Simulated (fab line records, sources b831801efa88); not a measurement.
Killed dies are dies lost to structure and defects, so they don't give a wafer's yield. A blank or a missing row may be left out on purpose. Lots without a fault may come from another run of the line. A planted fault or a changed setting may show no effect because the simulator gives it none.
Which tool did it? | flow gf180mcu | 6 lots, 18 wafers sampled, at 1 step of a route of 602

WHAT THE GAUGES READ, wafer by wafer
GF_STI_CD_MEAS_12: target cd 220 nm.
lot  | measured    | on        | cd_nm (nm)
L431 | day 2 17:07 | cd_sem-01 | 216.9 216.6 217.3
L436 | day 3 18:50 | cd_sem-02 | 220.5 220.4 220.2
L441 | day 4 23:07 | cd_sem-01 | 221.2 221.6 220.9
L445 | day 5 16:46 | cd_sem-01 | 219.0 221.0 219.6
L448 | day 6 08:26 | cd_sem-01 | 220.8 220.8 220.4
L451 | day 7 00:22 | cd_sem-01 | 219.2 220.2 218.0

WHICH TOOL RAN EACH LOT (tool, then ch and the chambers of the sampled wafers, then the start)
The record holds no process step before these readings.

THE ANSWER, worked out from the rows above alone
Rule: what is usual is taken from the lots themselves. Put in order of their means at a reading, lots are off if they are a third of the lots or fewer, leave a main group of 4 or more, and stand apart from it by a gap of 3 or more times the standard deviation of the main group's means; of several such gaps the widest counts. A main group whose means are all the same, to the digits that the tables above print for the reading, isn't used. A lot without any number at a reading at which 4 lots or more have one is off too. The other lots that the step has rows for count as sound.
Off: L431, at GF_STI_CD_MEAS_12 (cd_nm). The main group: mean 220.3 nm, standard deviation 0.71.
A tool fits if, at a process step before that reading, it ran every lot that is off, and no sound lot after the first of them. The gauges at GF_STI_CD_MEAS_12 are tried like those tools. None of those tried fits.

WHAT THE SIMULATOR HAD PUT IN
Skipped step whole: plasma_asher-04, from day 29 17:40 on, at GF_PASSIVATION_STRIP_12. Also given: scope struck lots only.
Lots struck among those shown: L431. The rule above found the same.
